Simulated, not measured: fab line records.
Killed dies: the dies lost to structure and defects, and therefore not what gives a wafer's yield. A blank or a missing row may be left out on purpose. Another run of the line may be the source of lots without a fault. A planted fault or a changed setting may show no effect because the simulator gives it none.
fab line records	flow sky130
record lots=13	wafers=39	lastDay=50
route steps=708 shown POLY_GATE@229 METAL5@664 PASSIVATION@682 PAD_OPEN@708
lots untouched by any fault: they come from a run of this same line in which no faults occurred
startH: hours from the record's opening day to when the first of the lot's shown wafers began	waitH: time in hours since the lot's previous step	" repeats the value in the row above	L1.1+2: one row covering several wafers at once	- value missing, or start not given	* or withheld: withheld	< > ~ a bound
route shown NAME@n: NAME is a module with steps in the file, n the number in the route of the first one	usual: mean/standard deviation taken from wafers without a fault	same: alike in all rows	chamber/n: place in a boat	sites: readings site by site	_std_site: standard deviation of those values	_edge_site: mean of outer sites minus mean of inner sites	radiusMm: for every site, how far away it sits from the centre of the wafer	mask NAME#n: copy n	behind: the tool/chamber that last shaped the wafer	hold: cause of the lot's hold/its duration in hours/its outcome	device: names the non-switching transistor (n, p or np)	end of line: the route-end tests of the same wafers	step lacking rows: just its recipe	killed: the dies lost at the first sort to structure and to defects; this is not the yield of the wafer	map: per-die view of a wafer (x killed, . not killed, _ where there is no die)
set.NAME: the run value of the setting; set.NAME@STEP: its run value at that earlier step	model.NAME: the simulator's own value behind a step, which no gauge read
steps of the route over a sample of lots; a table a step, a row a wafer
services: the hour from which a tool's chamber was out of use, counted from the record's first day as startH (under 0 if before that day), plus the number of hours and why
## steps
# step SKY_POLY_GATE_ETCH_15
# recipe chemistry=N2/H2	target=BARC	ionEnergyEv=200	sourceW=500	biasW=100	pressureMtorr=30	n2FlowSccm=100	h2FlowSccm=200	stopOn=SiO2	timeS=118.5	targetDepthA=1100
# usual drypumpMotorCurrentA=5.8/0.45	h2FlowSccm=200.0/0.54	n2FlowSccm=100.0/0.31	oesProductAu=0.716/0.0048	throttleValvePct=13.213/0.0092
lot.wafer	tool	chamber	startH	waitH	drypumpMotorCurrentA	h2FlowSccm	n2FlowSccm	oesProductAu	rfHoursCounterH	throttleValvePct
L330.2	rieDiel-02	1	365.86	0.0	4.8	199.8	100.2	0.720	69	13.218
L330.4	"	3	"	"	5.9	199.9	99.8	0.709	109	13.208
L330.6	"	3	"	"	5.9	200.1	100.3	0.727	-	13.219
L331.1	rieDiel-02	0	379.06	0.0	6.3	200.3	100.0	0.707	1	13.201
L331.2	"	1	"	"	4.8	199.1	100.0	0.719	69	13.220
L331.5	"	3	"	"	5.9	199.9	100.2	0.713	-	13.216
L332.3	rieDiel-03	0	391.57	0.0	5.9	200.4	100.1	0.712	2	13.219
L332.4	"	1	"	"	5.4	200.2	99.6	0.713	1	13.205
L332.6	"	0	"	"	5.9	200.4	100.1	0.710	-	13.210
L334.1	rieDiel-02	1	401.66	0.0	4.8	201.5	100.0	0.713	70	13.216
L334.5	"	0	"	"	6.3	199.4	100.0	0.724	-	13.213
L334.6	"	2	"	"	6.0	198.6	100.4	0.711	-	13.203
L335.1	rieDiel-02	1	412.21	0.0	4.8	199.6	99.5	0.722	70	13.223
L335.2	"	0	"	"	6.3	200.5	100.3	0.717	2	13.227
L335.3	"	2	"	"	6.0	200.1	100.0	0.711	1	13.203
L336.3	rieDiel-02	0	430.68	0.0	6.3	200.2	100.1	0.708	2	13.213
L336.4	"	0	"	"	6.3	199.4	99.9	0.717	-	13.216
L336.5	"	1	"	"	4.8	200.4	99.9	0.718	-	13.216
L340.1	rieDiel-02	0	488.16	0.0	6.3	200.2	99.7	0.713	3	13.226
L340.2	"	1	"	"	4.8	199.5	100.3	0.713	71	13.217
L340.5	"	0	"	"	6.3	199.9	99.6	0.713	-	13.202
L343.1	rieDiel-02	2	491.35	0.0	6.0	199.6	99.9	0.719	3	13.213
L343.3	"	3	"	"	5.9	199.6	99.9	0.725	1	13.226
L343.4	"	1	"	"	4.8	200.1	100.0	0.710	71	13.212
L344.3	rieDiel-02	0	499.91	0.0	6.3	200.0	100.7	0.715	4	13.212
L344.4	"	2	"	"	6.0	200.3	100.1	0.716	3	13.222
L344.5	"	3	"	"	5.9	199.9	99.9	0.718	-	13.211
L347.1	rieDiel-01	3	524.31	0.0	6.0	200.2	100.2	0.717	75	13.199
L347.5	"	1	"	"	5.4	199.5	100.2	0.711	-	13.199
L347.6	"	2	"	"	5.7	200.8	99.9	0.715	-	13.219
L351.3	rieDiel-01	0	553.97	0.0	6.1	200.5	100.1	0.720	16	13.219
L351.4	"	2	"	"	5.7	199.3	100.9	0.712	11	13.223
L351.5	"	1	"	"	5.4	200.2	100.3	0.717	-	13.220
L352.2	rieDiel-03	0	562.21	0.0	5.9	200.8	99.9	0.708	5	13.214
L352.4	"	3	"	"	6.3	199.6	100.2	0.715	7	13.220
L352.5	"	3	"	"	6.4	200.2	99.9	0.724	-	13.206
L353.1	rieDiel-01	2	589.06	0.0	5.7	199.4	99.9	0.716	11	13.216
L353.3	"	0	"	"	6.1	200.2	100.1	0.712	17	13.210
L353.4	"	2	"	"	5.7	200.0	100.1	0.715	-	13.190
# step SKY_METAL5_SPUTTER_03
# recipe material=Ti	targetThkNm=5	powerW=3000	timeS=3.3	chamberPressurePa=0.4
# usual throttleValvePct=30.1/0.95
lot.wafer	tool	chamber	startH	waitH	throttleValvePct
L330.2	pvdSputter-04	-	1004.05	0.0	30.1
L330.4	"	-	"	"	30.2
L330.6	"	-	"	"	30.2
L331.1	pvdSputter-01	-	1011.93	0.0	30.0
L331.2	"	-	"	"	32.4
L331.5	"	-	"	"	30.2
L332.3	pvdSputter-03	-	1018.80	0.0	31.4
L332.4	"	-	"	"	29.4
L332.6	"	-	"	"	31.6
L334.1	pvdSputter-04	-	1035.06	0.0	30.0
L334.5	"	-	"	"	30.1
L334.6	"	-	"	"	30.3
L335.1	pvdSputter-01	-	1042.76	0.0	29.8
L335.2	"	-	"	"	32.0
L335.3	"	-	"	"	30.2
L336.3	pvdSputter-01	-	1053.71	0.0	32.1
L336.4	"	-	"	"	30.0
L336.5	"	-	"	"	29.9
L340.1	pvdSputter-03	-	1093.16	0.0	31.3
L340.2	"	-	"	"	30.8
L340.5	"	-	"	"	30.0
L343.1	pvdSputter-03	-	1097.87	0.0	30.1
L343.3	"	-	"	"	29.3
L343.4	"	-	"	"	30.1
L344.3	pvdSputter-01	-	1100.77	0.0	30.3
L344.4	"	-	"	"	30.1
L344.5	"	-	"	"	30.0
L347.1	pvdSputter-03	-	1123.60	0.0	31.3
L347.5	"	-	"	"	30.6
L347.6	"	-	"	"	29.0
L351.3	pvdSputter-03	-	1134.97	0.0	29.5
L351.4	"	-	"	"	30.0
L351.5	"	-	"	"	30.5
L352.2	pvdSputter-03	-	1142.94	0.0	29.3
L352.4	"	-	"	"	30.4
L352.5	"	-	"	"	31.6
L353.1	pvdSputter-03	-	1157.04	0.0	31.3
L353.3	"	-	"	"	30.1
L353.4	"	-	"	"	29.1
# step SKY_METAL5_SPUTTER_04
# recipe material=TiN	targetThkNm=70	powerW=6500	timeS=58.3	chamberPressurePa=0.4
# usual throttleValvePct=30.1/0.95
lot.wafer	tool	chamber	startH	waitH	throttleValvePct
L330.2	pvdSputter-04	-	1004.07	0.0	29.9
L330.4	"	-	"	"	30.6
L330.6	"	-	"	"	30.3
L331.1	pvdSputter-01	-	1011.95	0.0	29.9
L331.2	"	-	"	"	32.1
L331.5	"	-	"	"	29.9
L332.3	pvdSputter-03	-	1018.82	0.0	31.4
L332.4	"	-	"	"	29.1
L332.6	"	-	"	"	31.2
L334.1	pvdSputter-04	-	1035.08	0.0	30.3
L334.5	"	-	"	"	30.3
L334.6	"	-	"	"	30.2
L335.1	pvdSputter-01	-	1042.78	0.0	29.8
L335.2	"	-	"	"	32.3
L335.3	"	-	"	"	30.3
L336.3	pvdSputter-01	-	1053.73	0.0	32.5
L336.4	"	-	"	"	30.1
L336.5	"	-	"	"	30.0
L340.1	pvdSputter-03	-	1093.18	0.0	31.4
L340.2	"	-	"	"	30.6
L340.5	"	-	"	"	30.0
L343.1	pvdSputter-03	-	1097.89	0.0	30.2
L343.3	"	-	"	"	29.4
L343.4	"	-	"	"	29.8
L344.3	pvdSputter-01	-	1100.79	0.0	30.1
L344.4	"	-	"	"	29.7
L344.5	"	-	"	"	29.8
L347.1	pvdSputter-03	-	1123.62	0.0	31.4
L347.5	"	-	"	"	30.4
L347.6	"	-	"	"	29.1
L351.3	pvdSputter-03	-	1134.99	0.0	29.1
L351.4	"	-	"	"	30.1
L351.5	"	-	"	"	30.5
L352.2	pvdSputter-03	-	1142.96	0.0	29.4
L352.4	"	-	"	"	30.5
L352.5	"	-	"	"	31.6
L353.1	pvdSputter-03	-	1157.06	0.0	31.4
L353.3	"	-	"	"	29.9
L353.4	"	-	"	"	29.1
# step SKY_PASSIVATION_THK_MEAS_01
# recipe reads=SiO2_of_PASSIVATION_CVD_00
# usual PASSIVATION_CVD_00_THK=90.2/1.1
lot.wafer	tool	chamber	startH	waitH	PASSIVATION_CVD_00_THK[nm]
L330.2	filmMetro-04	-	1028.70	-	91.1
L330.4	"	-	"	"	92.1
L330.6	"	-	"	"	91.2
L331.1	filmMetro-04	-	1036.30	-	87.9
L331.2	"	-	"	"	89.3
L331.5	"	-	"	"	91.7
L332.3	filmMetro-02	-	1042.84	-	86.5
L332.4	"	-	"	"	90.2
L332.6	"	-	"	"	87.8
L334.1	filmMetro-01	-	1057.99	-	88.5
L334.5	"	-	"	"	91.6
L334.6	"	-	"	"	91.4
L335.1	filmMetro-02	-	1064.92	-	89.2
L335.2	"	-	"	"	88.8
L335.3	"	-	"	"	90.3
L336.3	filmMetro-01	-	1075.42	-	89.6
L336.4	"	-	"	"	91.8
L336.5	"	-	"	"	91.7
L340.1	filmMetro-01	-	1114.40	-	90.6
L340.2	"	-	"	"	90.6
L340.5	"	-	"	"	91.1
L343.1	filmMetro-02	-	1119.53	-	89.0
L343.3	"	-	"	"	90.6
L343.4	"	-	"	"	90.4
L344.3	filmMetro-02	-	1121.30	-	87.9
L344.4	"	-	"	"	90.3
L344.5	"	-	"	"	89.8
L347.1	filmMetro-02	-	1144.07	-	89.8
L347.5	"	-	"	"	90.5
L347.6	"	-	"	"	89.9
L351.3	filmMetro-04	-	1154.76	-	87.8
L351.4	"	-	"	"	90.0
L351.5	"	-	"	"	91.1
L352.2	filmMetro-04	-	1163.18	-	90.3
L352.4	"	-	"	"	90.7
L352.5	"	-	"	"	91.9
L353.1	filmMetro-04	-	1175.28	-	90.4
L353.3	"	-	"	"	88.6
L353.4	"	-	"	"	90.9
# step SKY_PAD_OPEN_PROBE_99
# usual killed_at_M0_to_M3=43/6.5	killed_at_M4_up=3/1.7	killedAtContacts=25/5.1	killedAtFrontEnd=15/3.8	killedAtOther=0.2/0.45	killedDies=86/8.8	killedOpen=47/6.7	killedShort=39/6
# same grossDies=492	killedAtBackSide=0
lot.wafer	tool	chamber	startH	waitH	killed_at_M0_to_M3	killed_at_M4_up	killedAtContacts	killedAtFrontEnd	killedAtOther	killedDies	killedOpen	killedShort
L343.1	prober-02	-	1159.67	0.1	36	4	23	54	0	117	49	38
L343.3	prober-02	-	1159.77	0.2	40	5	23	18	1	87	44	43
L343.4	prober-02	-	1159.82	0.2	32	2	19	13	1	67	35	32
L344.3	prober-02	-	1161.27	0.2	46	2	24	24	0	96	50	46
L344.4	prober-02	-	1161.32	0.2	47	4	20	50	0	121	51	39
L344.5	prober-02	-	1161.37	0.2	37	4	21	17	1	80	39	41
# killed by level:class
L343.1 POLY_GATE:unspecified=30 CONTACT:geometricParticle:open=12 VIA1:geometricParticle:open=8 FIELD_ISO:geometricParticle:short=7 VIA2:geometricParticle:open=6 FIELD_ISO:geometricParticle:open=5 POLY_GATE:geometricParticle:short=5 METAL1:geometricParticle:short=5
L343.3 CONTACT:geometricParticle:open=10 LI_CONTACT:geometricParticle:open=9 VIA1:geometricParticle:short=8 METAL2:geometricParticle:short=6 VIA2:geometricParticle:short=6 VIA1:geometricParticle:open=5 METAL1:geometricParticle:short=5 FIELD_ISO:geometricParticle:short=4
L343.4 VIA1:geometricParticle:open=8 VIA1:geometricParticle:short=6 FIELD_ISO:geometricParticle:open=5 LI_CONTACT:geometricParticle:short=5 LI_CONTACT:geometricParticle:open=4 VIA2:geometricParticle:open=4 LOCAL_INTERCONNECT:geometricParticle:short=4 CONTACT:geometricParticle:open=4
L344.3 VIA3:geometricParticle:open=9 POLY_GATE:geometricParticle:open=8 VIA1:geometricParticle:open=8 CONTACT:geometricParticle:open=7 METAL2:geometricParticle:short=7 POLY_GATE:geometricParticle:short=6 LOCAL_INTERCONNECT:geometricParticle:short=5 VIA2:geometricParticle:open=5
L344.4 POLY_GATE:unspecified=31 VIA1:geometricParticle:open=15 METAL2:geometricParticle:short=9 LI_CONTACT:geometricParticle:open=7 VIA3:geometricParticle:open=6 FIELD_ISO:geometricParticle:open=5 CONTACT:geometricParticle:short=5 POLY_GATE:geometricParticle:open=5
L344.5 CONTACT:geometricParticle:open=8 VIA1:geometricParticle:open=7 LI_CONTACT:geometricParticle:open=7 METAL1:geometricParticle:short=7 METAL2:geometricParticle:short=5 POLY_GATE:geometricParticle:short=4 POLY_GATE:geometricParticle:open=4 METAL3:geometricParticle:short=4
## services
tool	chamber	startH	hours	kind
rieDiel-02	1	357.90	3.6	repair
pvdSputter-01	-	461.84	5.3	repair
pvdSputter-01	-	476.31	1.3	repair
rieDiel-02	3	505.98	13.3	repair
rieDiel-02	-	520.69	0.3	repair
pvdSputter-03	-	555.46	11.3	repair
rieDiel-02	3	577.31	2.7	repair
rieDiel-02	-	616.98	1.9	repair
rieDiel-02	1	678.94	10.9	repair
rieDiel-02	3	684.70	2.4	repair
pvdSputter-03	-	689.98	3.4	repair
pvdSputter-03	-	763.15	3.3	repair
rieDiel-02	1	809.36	8.5	repair
pvdSputter-01	-	824.08	4.1	repair
rieDiel-02	2	826.58	3.4	repair
rieDiel-02	-	835.49	14.6	pm
pvdSputter-01	-	856.58	1.7	repair
pvdSputter-03	-	884.55	2.8	repair
pvdSputter-01	-	897.77	110.0	repair
pvdSputter-03	-	920.64	3.4	repair
pvdSputter-03	-	933.30	1.5	repair
rieDiel-02	2	1126.36	10.0	repair
rieDiel-02	3	1130.73	5.0	repair
rieDiel-02	3	1136.93	4.6	repair
## key
firstSign step=SKY_PAD_OPEN_PROBE_99	reading=killedAtFrontEnd	direction=up	sigmas=9.6	usual=15	struck=52
effect step=SKY_PAD_OPEN_PROBE_99	reading=killedDies	direction=up	sigmas=3.7	usual=86	struck=119
metAt SKY_POLY_GATE_ETCH_15
struckLots L343,L344
struckWafers L343.1,L344.4
testerLeftOut L343,L344
notActingAt SKY_METAL5_SPUTTER_03,SKY_METAL5_SPUTTER_04,SKY_PASSIVATION_THK_MEAS_01
onsetBetween 412.21 491.35
fault kind=chamberParticleSource	tool=rieDiel-02	chamber=2	onsetH=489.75	steps=SKY_POLY_GATE_ETCH_15	ratePerVisitCm2=0.39603	endH=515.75
# testerLeftOut: of these lots the tester's yield and bins aren't shown, on N5 and GAA mostly nor the transistor test; their killed dies are dies lost to structure and defects alone, not to doping, threshold or leakage, so they don't give the yield
